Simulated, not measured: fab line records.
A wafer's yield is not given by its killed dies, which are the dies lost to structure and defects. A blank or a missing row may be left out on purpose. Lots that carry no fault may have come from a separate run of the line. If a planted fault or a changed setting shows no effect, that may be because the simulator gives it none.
A lot that was struck, set against a sound lot + flow sky130 + 21 steps out of a route of 708
Sound: these wafers, L102.1, L102.4, L102.6. Struck: wafers L106.1, L106.2, L106.6. At the end, the cause is stated.
At each step with rows: each side's tool, then ch and its chambers, then its first start. Under that, the readings that differ: sound wafers + struck wafers + difference of the means + sigmas: that difference in standard deviations of wafers without a fault.
alike: words and numbers the same on both sides, and readings whose means are apart by under 2 such deviations; not compared: readings that were withheld, readings missing a value for some wafer, numbers with overlapping values and no deviation given by the record, and bounds like >300 which may hide the same value.
The two part at a step that has a row with sigmas, a row that says differs or no value, or rows on one side only. Non-overlapping numbers with no deviation appear without sigmas and do not part them. A reading that every wafer of one side lacks parts them only if that side has two wafers or more.

first, 7 steps without rows for these wafers: SKY_DNWELL_HMDS_01 (prime time 60 s); SKY_DNWELL_COAT_02 (resist thk 3000 nm); SKY_DNWELL_SOFTBAKE_03; SKY_DNWELL_EXPOSE_04 (exposes mask DNM, target cd 3000 nm); SKY_DNWELL_PEB_05; SKY_DNWELL_DEVELOP_06 (develop time 60 s); SKY_DNWELL_IMPLANT_07.
SKY_DNWELL_STRIP_08: strips in O2/N2.
  sound on plasma_asher-03 ch 0,1, day 4 04:17; struck on plasma_asher-04 ch 0,1, day 5 01:35
  alike: drypump_motor_current_A, oes_product_au, strip_time_to_endpoint_s
  not compared: rf_hours_counter_h
SKY_DNWELL_TW_MEAS_09:
  sound on film_metro-02 at day 4 04:23; struck on film_metro-02 at day 5 01:41
  alike: DNWELL_TW
then, 3 steps without rows for these wafers: SKY_PWDE_DEHYDRATE_00 (time 60 s); SKY_PWDE_HMDS_01 (prime time 60 s); SKY_PWDE_COAT_02 (resist thk 3000 nm).
SKY_PWDE_SOFTBAKE_03:
  sound on litho_track-01 ch 0, day 4 12:48; struck on litho_track-03 ch 0, day 5 10:11
| reading                                | sound                | struck               | difference | sigmas |
|----------------------------------------|----------------------|----------------------|------------|--------|
| heater_power_total_W (W)               | 65.24 65.40 65.31    | 70.24 70.03 70.05    | +4.79      | +37    |
| plate_temp_C (C)                       | 110.12 110.35 110.01 | 115.92 115.88 116.09 | +5.80      | +41    |
| model.coat_of_PWDE_COAT_02.thk_nm (nm) | 3005 3007 3007       | 2950 2934 2944       | -64        |        |
then, 2 steps without rows for these wafers: SKY_PWDE_EXPOSE_04 (exposes mask PWDEM, target cd 840 nm); SKY_PWDE_PEB_05.
SKY_PWDE_DEVELOP_06: develop time 60 s.
  sound on litho_track-01 ch 0; struck on litho_track-03 ch 0
| reading                                | sound          | struck         | difference | sigmas |
|----------------------------------------|----------------|----------------|------------|--------|
| model.coat_of_PWDE_COAT_02.thk_nm (nm) | 3001 3003 3003 | 2946 2930 2940 | -64        |        |
SKY_PWDE_OVL_MEAS_07:
  sound on overlay-01 at day 4 20:57; struck on overlay-01 at day 5 19:53
  alike: PWDE_OVL
following that, these wafers have no rows for 1 step: SKY_PWDE_IMPLANT_08.
SKY_PWDE_STRIP_09: strips in O2/N2.
  sound on plasma_asher-03 ch 0, day 4 21:08; struck on plasma_asher-01 ch 0,1, day 5 20:04
| reading                      | sound             | struck            | difference | sigmas |
|------------------------------|-------------------|-------------------|------------|--------|
| strip_time_to_endpoint_s (s) | 36.96 36.99 37.00 | 36.36 36.17 36.26 | -0.72      | -7     |
  alike: drypump_motor_current_A, oes_product_au
  not compared: rf_hours_counter_h
SKY_PWDE_TW_MEAS_10:
  sound on film_metro-03 at day 4 21:14; struck on film_metro-04 at day 5 20:10
  alike: PWDE_TW
SKY_PAD_OPEN_PROBE_99:
  sound wafers here have rows in the record (prober-01, day 46 23:42); struck ones have none

== WHERE THEY PART ==
First at SKY_PWDE_SOFTBAKE_03; last, within this record, at SKY_PAD_OPEN_PROBE_99.

WHY: the cause the simulator had injected
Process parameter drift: litho_track-03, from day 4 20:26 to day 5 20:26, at SKY_PWDE_SOFTBAKE_03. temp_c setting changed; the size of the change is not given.
